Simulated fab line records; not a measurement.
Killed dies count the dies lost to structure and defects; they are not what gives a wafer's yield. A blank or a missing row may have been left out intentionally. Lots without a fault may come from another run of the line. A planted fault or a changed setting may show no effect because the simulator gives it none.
Code-filled problem report in 8D (eight disciplines) form / flow gf180mcu / the parts of the form that need people (team, actions taken, sign-off) are left out

## 1. WHAT IS WRONG
Across 6 wafers from 2 lots, CONTACT_W_RS at GF_CONTACT_RS_MEAS_25 averages 0.194 ohm/sq, while fault-free wafers read 0.382 ohm/sq with a standard deviation of 0.005. That puts it -38 standard deviations away from the usual mean.
The step: measures by four-point-probe.
Earliest sighting: wafer L402.1 on film-metro-02 at day 19 02:37. The record holds 33 wafers of 11 lots with a number at this step. The rule behind "out" and "out of limits": a value lying over 4 standard deviations away from the usual mean. The rest of the wafers with a number are treated as sound.

## 2. WHAT IT IS AND WHAT IT IS NOT
question=which readings at this step | is=CONTACT_W_RS | is not=-
question=which lots | is=L402, L403 | is not=L394, L395, L396, L406, L408, L411, L412, L413, L414
question=which wafers of those lots | is=all that have a number | is not=-
question=read on which gauges | is=film-metro-02, film-metro-04 | is not=film-metro-01
question=when | is=from day 19 02:37 | is not=up to then (9 sound wafers); but 18 sound wafers of L406, L408, L411, L412, L413, L414 came after

## 3. SUSPECTS, AND WHAT RULES EACH OUT
Counting: a tool at any process step up to the reading remains a suspect when it ran all the lots that are out and ran no sound lot after the first of those.
- the gauge at GF_CONTACT_RS_MEAS_25 has been ruled out. 2 gauges (film-metro-02, film-metro-04) read the wafers that are out.
- cvd-w-01 at GF_CONTACT_CVD_24 (deposits W, target thk 300 nm, time 90.339 s): ruled out as a lasting fault. Following L402 (day 19 02:31), the first lot on it that is out, the sound lots L411, L412, L413 were run on it.
Left after counting: nothing in the record.

## 4. THE CAUSE (what the simulator had put in)
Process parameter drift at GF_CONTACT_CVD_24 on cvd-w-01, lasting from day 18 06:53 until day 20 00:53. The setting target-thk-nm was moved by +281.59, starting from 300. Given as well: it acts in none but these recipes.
The count ruled it out by mistake, since the rule takes a fault to strike every lot its tool runs from the start of the fault on, and this one did not do so.

## 5. THE CHAIN OF EFFECTS, in route order
Each row: a reading whose mean over the struck wafers that have a number lies more than 3 standard deviations from the usual. Readings are gone through only where the record gives a usual standard deviation; hours: the median, over the lots, of the time from a lot's start at the first step in this table giving one to that lot's start at this step; sigmas: the change measured in usual standard deviations.
hours=0; step=GF_CONTACT_RS_MEAS_25; reading=CONTACT_W_RS; usual=0.382 ohm/sq; on struck wafers=0.194; change=-0.188; sigmas=-38
hours=0; step=GF_CONTACT_CMP_27; reading=time-to-endpoint-s; usual=75 s; on struck wafers=146; change=+71; sigmas=+20
Its process steps:
- GF_CONTACT_CMP_27: polishes, stops on SiO2, t overpolish 15 s, target thk 0 nm.
Readings that are blank on the struck wafers while sound wafers have them: CONTACT_W_THK at GF_CONTACT_THK_MEAS_26.

## 6. HOW IT WOULD HAVE BEEN CAUGHT EARLIER
In this record the first reading out of limits at a measuring or inspecting step was taken at day 19 02:37, 20 hours after the fault began at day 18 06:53.
An alarm limit of 4 standard deviations would not have fired on the tool readings at GF_CONTACT_CVD_24 for which the record gives a usual standard deviation, since none of them was out on any struck wafer.
